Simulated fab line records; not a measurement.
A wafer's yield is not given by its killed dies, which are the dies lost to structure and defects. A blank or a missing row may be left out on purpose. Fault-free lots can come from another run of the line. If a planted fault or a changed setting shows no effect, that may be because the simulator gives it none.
Which tool did it? / flow gf180mcu / 36 wafers from 13 lots sampled at 5 of the route's 602 steps

WHAT THE GAUGES READ, wafer by wafer
GF_M2_CD_MEAS_14 targets a cd of 280 nm. Usual: 279.7 nm for cd_nm, sd 1.1.
lot=L367; measured=day 19 05:27; on=cd_sem-01; cd_nm (nm)=280.5 280.5 280.6; flag=
lot=L368; measured=day 19 20:02; on=cd_sem-02; cd_nm (nm)=280.3 279.1 279.7; flag=
lot=L370; measured=day 20 14:09; on=cd_sem-01; cd_nm (nm)=278.6 279.7 279.0; flag=
lot=L372; measured=day 21 04:58; on=cd_sem-02; cd_nm (nm)=279.3 279.2 279.0; flag=
lot=L373; measured=day 21 19:04; on=cd_sem-01; cd_nm (nm)=278.5 278.8 277.0; flag=
lot=L376; measured=day 22 15:53; on=cd_sem-01; cd_nm (nm)=281.0 281.9 281.1; flag=
lot=L377; measured=day 23 04:00; on=cd_sem-02; cd_nm (nm)=280.5 279.2 280.3; flag=
lot=L378; measured=day 23 08:36; on=cd_sem-01; cd_nm (nm)=279.8 279.9 279.0; flag=
lot=L380; measured=day 24 04:47; on=cd_sem-01; cd_nm (nm)=279.7 279.9 278.7; flag=
lot=L383; measured=day 25 02:58; on=cd_sem-02; cd_nm (nm)=243.6 277.6; flag=OFF
lot=L384; measured=day 25 06:10; on=cd_sem-01; cd_nm (nm)=243.5 278.9; flag=OFF
lot=L385; measured=day 25 17:53; on=cd_sem-01; cd_nm (nm)=244.7 278.9; flag=OFF
lot=L390; measured=day 27 08:43; on=cd_sem-01; cd_nm (nm)=279.7 280.3 280.3; flag=

TOOL THAT RAN EACH LOT (tool first, then ch and the chambers of the sampled wafers, then the start)
lot=L367; GF_M1_SPUTTER_01=pvd_sputter-02, day 16 05:06; GF_M2_SPUTTER_01=pvd_sputter-04, day 18 06:01; GF_M2_SPUTTER_03=pvd_sputter-04, day 18 06:04; GF_M2_EXPOSE_11=krf_scanner-02 ch 0, day 18 18:24
lot=L368; GF_M1_SPUTTER_01=pvd_sputter-01, day 16 18:27; GF_M2_SPUTTER_01=pvd_sputter-03, day 18 19:56; GF_M2_SPUTTER_03=pvd_sputter-03, day 18 19:59; GF_M2_EXPOSE_11=krf_scanner-02 ch 0, day 19 07:56
lot=L370; GF_M1_SPUTTER_01=pvd_sputter-01, day 17 11:31; GF_M2_SPUTTER_01=pvd_sputter-02, day 19 13:47; GF_M2_SPUTTER_03=pvd_sputter-02, day 19 13:51; GF_M2_EXPOSE_11=krf_scanner-01 ch 0, day 20 02:10
lot=L372; GF_M1_SPUTTER_01=pvd_sputter-01, day 18 00:16; GF_M2_SPUTTER_01=pvd_sputter-04, day 20 04:35; GF_M2_SPUTTER_03=pvd_sputter-04, day 20 04:38; GF_M2_EXPOSE_11=krf_scanner-01 ch 0, day 20 17:16
lot=L373; GF_M1_SPUTTER_01=pvd_sputter-04, day 18 15:16; GF_M2_SPUTTER_01=pvd_sputter-02, day 20 19:20; GF_M2_SPUTTER_03=pvd_sputter-02, day 20 19:23; GF_M2_EXPOSE_11=krf_scanner-01 ch 0, day 21 06:55
lot=L376; GF_M1_SPUTTER_01=pvd_sputter-04, day 19 13:28; GF_M2_SPUTTER_01=pvd_sputter-03, day 21 15:56; GF_M2_SPUTTER_03=pvd_sputter-03, day 21 15:59; GF_M2_EXPOSE_11=krf_scanner-01 ch 0, day 22 04:17
lot=L377; GF_M1_SPUTTER_01=pvd_sputter-04, day 20 01:17; GF_M2_SPUTTER_01=pvd_sputter-03, day 22 04:32; GF_M2_SPUTTER_03=pvd_sputter-03, day 22 04:35; GF_M2_EXPOSE_11=krf_scanner-02 ch 0, day 22 16:31
lot=L378; GF_M1_SPUTTER_01=pvd_sputter-04, day 20 07:17; GF_M2_SPUTTER_01=pvd_sputter-02, day 22 09:52; GF_M2_SPUTTER_03=pvd_sputter-02, day 22 09:56; GF_M2_EXPOSE_11=krf_scanner-02 ch 0, day 22 21:42
lot=L380; GF_M1_SPUTTER_01=pvd_sputter-01, day 21 04:22; GF_M2_SPUTTER_01=pvd_sputter-02, day 23 06:11; GF_M2_SPUTTER_03=pvd_sputter-02, day 23 06:14; GF_M2_EXPOSE_11=krf_scanner-02 ch 0, day 23 18:04
lot=L383; GF_M1_SPUTTER_01=pvd_sputter-02, day 22 03:58; GF_M2_SPUTTER_01=pvd_sputter-03, day 24 05:02; GF_M2_SPUTTER_03=pvd_sputter-03, day 24 05:05; GF_M2_EXPOSE_11=krf_scanner-01 ch 0, day 24 16:46
lot=L384; GF_M1_SPUTTER_01=pvd_sputter-04, day 22 07:56; GF_M2_SPUTTER_01=pvd_sputter-02, day 24 08:20; GF_M2_SPUTTER_03=pvd_sputter-02, day 24 08:24; GF_M2_EXPOSE_11=krf_scanner-01 ch 0, day 24 19:49
lot=L385; GF_M1_SPUTTER_01=pvd_sputter-04, day 22 21:10; GF_M2_SPUTTER_01=pvd_sputter-04, day 24 20:35; GF_M2_SPUTTER_03=pvd_sputter-04, day 24 20:39; GF_M2_EXPOSE_11=krf_scanner-01 ch 0, day 25 07:17
lot=L390; GF_M1_SPUTTER_01=pvd_sputter-02, day 24 13:18; GF_M2_SPUTTER_01=pvd_sputter-03, day 26 12:08; GF_M2_SPUTTER_03=pvd_sputter-03, day 26 12:12; GF_M2_EXPOSE_11=krf_scanner-02 ch 0, day 26 23:07
- GF_M1_SPUTTER_01: material TiN, target thk 30 nm, time 25 s.
- GF_M2_SPUTTER_01: material TiN, target thk 30 nm, time 25 s.
- GF_M2_SPUTTER_03: material Ti, target thk 10 nm, time 6.7 s.
- GF_M2_EXPOSE_11: exposes mask Metal2, target cd 280 nm.

AS READ BY THE TOOLS THEMSELVES (means over the sampled wafers that have a number; for cases with no such wafer, the mark the record gives instead)
GF_M1_SPUTTER_01. Usual: chamber_pressure_pa 0.4000 Pa, standard deviation 0.00078; throttle_valve_pct 29.9 %, standard deviation 0.85.
lot=L367; tool=pvd_sputter-02; chamber_pressure_pa (Pa)=0.3989; throttle_valve_pct (%)=29.6; flag=
lot=L368; tool=pvd_sputter-01; chamber_pressure_pa (Pa)=0.3998; throttle_valve_pct (%)=30.1; flag=
lot=L370; tool=pvd_sputter-01; chamber_pressure_pa (Pa)=0.3999; throttle_valve_pct (%)=29.9; flag=
lot=L372; tool=pvd_sputter-01; chamber_pressure_pa (Pa)=0.4006; throttle_valve_pct (%)=30.4; flag=
lot=L373; tool=pvd_sputter-04; chamber_pressure_pa (Pa)=0.3995; throttle_valve_pct (%)=29.6; flag=
lot=L376; tool=pvd_sputter-04; chamber_pressure_pa (Pa)=0.4003; throttle_valve_pct (%)=30.1; flag=
lot=L377; tool=pvd_sputter-04; chamber_pressure_pa (Pa)=0.4000; throttle_valve_pct (%)=30.2; flag=
lot=L378; tool=pvd_sputter-04; chamber_pressure_pa (Pa)=0.4002; throttle_valve_pct (%)=30.1; flag=
lot=L380; tool=pvd_sputter-01; chamber_pressure_pa (Pa)=0.4008; throttle_valve_pct (%)=30.5; flag=
lot=L383; tool=pvd_sputter-02; chamber_pressure_pa (Pa)=0.4005; throttle_valve_pct (%)=29.4; flag=
lot=L384; tool=pvd_sputter-04; chamber_pressure_pa (Pa)=0.4001; throttle_valve_pct (%)=31.0; flag=
lot=L385; tool=pvd_sputter-04; chamber_pressure_pa (Pa)=0.4000; throttle_valve_pct (%)=30.2; flag=
lot=L390; tool=pvd_sputter-02; chamber_pressure_pa (Pa)=0.3995; throttle_valve_pct (%)=29.1; flag=

GF_M2_SPUTTER_01. Usual: chamber_pressure_pa 0.4000 Pa, standard deviation 0.00077; throttle_valve_pct 29.6 %, standard deviation 1.1.
lot=L367; tool=pvd_sputter-04; chamber_pressure_pa (Pa)=0.4000; throttle_valve_pct (%)=29.8; flag=
lot=L368; tool=pvd_sputter-03; chamber_pressure_pa (Pa)=0.4002; throttle_valve_pct (%)=29.2; flag=
lot=L370; tool=pvd_sputter-02; chamber_pressure_pa (Pa)=0.4003; throttle_valve_pct (%)=29.6; flag=
lot=L372; tool=pvd_sputter-04; chamber_pressure_pa (Pa)=0.4007; throttle_valve_pct (%)=29.0; flag=
lot=L373; tool=pvd_sputter-02; chamber_pressure_pa (Pa)=0.3996; throttle_valve_pct (%)=29.4; flag=
lot=L376; tool=pvd_sputter-03; chamber_pressure_pa (Pa)=0.3999; throttle_valve_pct (%)=30.3; flag=
lot=L377; tool=pvd_sputter-03; chamber_pressure_pa (Pa)=0.4007; throttle_valve_pct (%)=29.6; flag=
lot=L378; tool=pvd_sputter-02; chamber_pressure_pa (Pa)=0.4002; throttle_valve_pct (%)=29.5; flag=
lot=L380; tool=pvd_sputter-02; chamber_pressure_pa (Pa)=0.3996; throttle_valve_pct (%)=29.7; flag=
lot=L383; tool=pvd_sputter-03; chamber_pressure_pa (Pa)=0.3990; throttle_valve_pct (%)=30.8; flag=
lot=L384; tool=pvd_sputter-02; chamber_pressure_pa (Pa)=0.4002; throttle_valve_pct (%)=29.2; flag=
lot=L385; tool=pvd_sputter-04; chamber_pressure_pa (Pa)=0.4002; throttle_valve_pct (%)=30.2; flag=
lot=L390; tool=pvd_sputter-03; chamber_pressure_pa (Pa)=0.3996; throttle_valve_pct (%)=29.7; flag=

GF_M2_SPUTTER_03. Usual: chamber_pressure_pa 0.3000 Pa, standard deviation 0.00063; throttle_valve_pct 29.6 %, standard deviation 1.1.
lot=L367; tool=pvd_sputter-04; chamber_pressure_pa (Pa)=0.2999; throttle_valve_pct (%)=29.8; flag=
lot=L368; tool=pvd_sputter-03; chamber_pressure_pa (Pa)=0.3000; throttle_valve_pct (%)=29.1; flag=
lot=L370; tool=pvd_sputter-02; chamber_pressure_pa (Pa)=0.2997; throttle_valve_pct (%)=29.7; flag=
lot=L372; tool=pvd_sputter-04; chamber_pressure_pa (Pa)=0.2991; throttle_valve_pct (%)=29.0; flag=
lot=L373; tool=pvd_sputter-02; chamber_pressure_pa (Pa)=0.3005; throttle_valve_pct (%)=29.3; flag=
lot=L376; tool=pvd_sputter-03; chamber_pressure_pa (Pa)=0.3001; throttle_valve_pct (%)=30.2; flag=
lot=L377; tool=pvd_sputter-03; chamber_pressure_pa (Pa)=0.3001; throttle_valve_pct (%)=29.7; flag=
lot=L378; tool=pvd_sputter-02; chamber_pressure_pa (Pa)=0.3000; throttle_valve_pct (%)=29.5; flag=
lot=L380; tool=pvd_sputter-02; chamber_pressure_pa (Pa)=0.3003; throttle_valve_pct (%)=29.8; flag=
lot=L383; tool=pvd_sputter-03; chamber_pressure_pa (Pa)=0.3006; throttle_valve_pct (%)=30.7; flag=
lot=L384; tool=pvd_sputter-02; chamber_pressure_pa (Pa)=0.2997; throttle_valve_pct (%)=29.1; flag=
lot=L385; tool=pvd_sputter-04; chamber_pressure_pa (Pa)=0.2996; throttle_valve_pct (%)=30.5; flag=
lot=L390; tool=pvd_sputter-03; chamber_pressure_pa (Pa)=0.2994; throttle_valve_pct (%)=29.7; flag=

GF_M2_EXPOSE_11. Usual: 0.0 nm for focus_offset_nm, sd 0.45.
lot=L367; tool=krf_scanner-02; focus_offset_nm (nm)=0.2; flag=
lot=L368; tool=krf_scanner-02; focus_offset_nm (nm)=0.2; flag=
lot=L370; tool=krf_scanner-01; focus_offset_nm (nm)=0.0; flag=
lot=L372; tool=krf_scanner-01; focus_offset_nm (nm)=-0.2; flag=
lot=L373; tool=krf_scanner-01; focus_offset_nm (nm)=0.1; flag=
lot=L376; tool=krf_scanner-01; focus_offset_nm (nm)=-0.3; flag=
lot=L377; tool=krf_scanner-02; focus_offset_nm (nm)=0.4; flag=
lot=L378; tool=krf_scanner-02; focus_offset_nm (nm)=0.0; flag=
lot=L380; tool=krf_scanner-02; focus_offset_nm (nm)=0.3; flag=
lot=L383; tool=krf_scanner-01; focus_offset_nm (nm)=-0.3; flag=
lot=L384; tool=krf_scanner-01; focus_offset_nm (nm)=0.5; flag=
lot=L385; tool=krf_scanner-01; focus_offset_nm (nm)=-0.0; flag=
lot=L390; tool=krf_scanner-02; focus_offset_nm (nm)=-0.1; flag=

THE ANSWER, worked out from the rows above alone
Rule: take the mean of a lot's wafers that have a number; if it is more than 3 standard deviations from the usual mean, the lot is off. A lot without any number at a reading at which 4 lots or more have one is off too. The other lots that the step has rows for count as sound. First the gauges in route order, then the tools' own readings, where a lot's mean is used as printed above. At the first step where some lot is off, the reading lying furthest off is the one used; lots without a number count as furthest.
Off: L383, L384, L385, at GF_M2_CD_MEAS_14 (cd_nm).
If a tool, at a process step before that reading, ran all the lots that are off and no sound lot after the first of them, it fits. Those tools and the gauges at GF_M2_CD_MEAS_14 are tried in the same way. One fits: krf_scanner-01 at GF_M2_EXPOSE_11. A fault onset in the window from L376 (day 22 04:17, its last sound lot) to L383 (day 24 16:46, its first lot off) fits.

WHAT HAD BEEN PUT IN BY THE SIMULATOR
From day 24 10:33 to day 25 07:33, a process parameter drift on krf_scanner-01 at GF_M2_EXPOSE_11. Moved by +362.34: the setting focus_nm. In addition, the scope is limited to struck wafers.
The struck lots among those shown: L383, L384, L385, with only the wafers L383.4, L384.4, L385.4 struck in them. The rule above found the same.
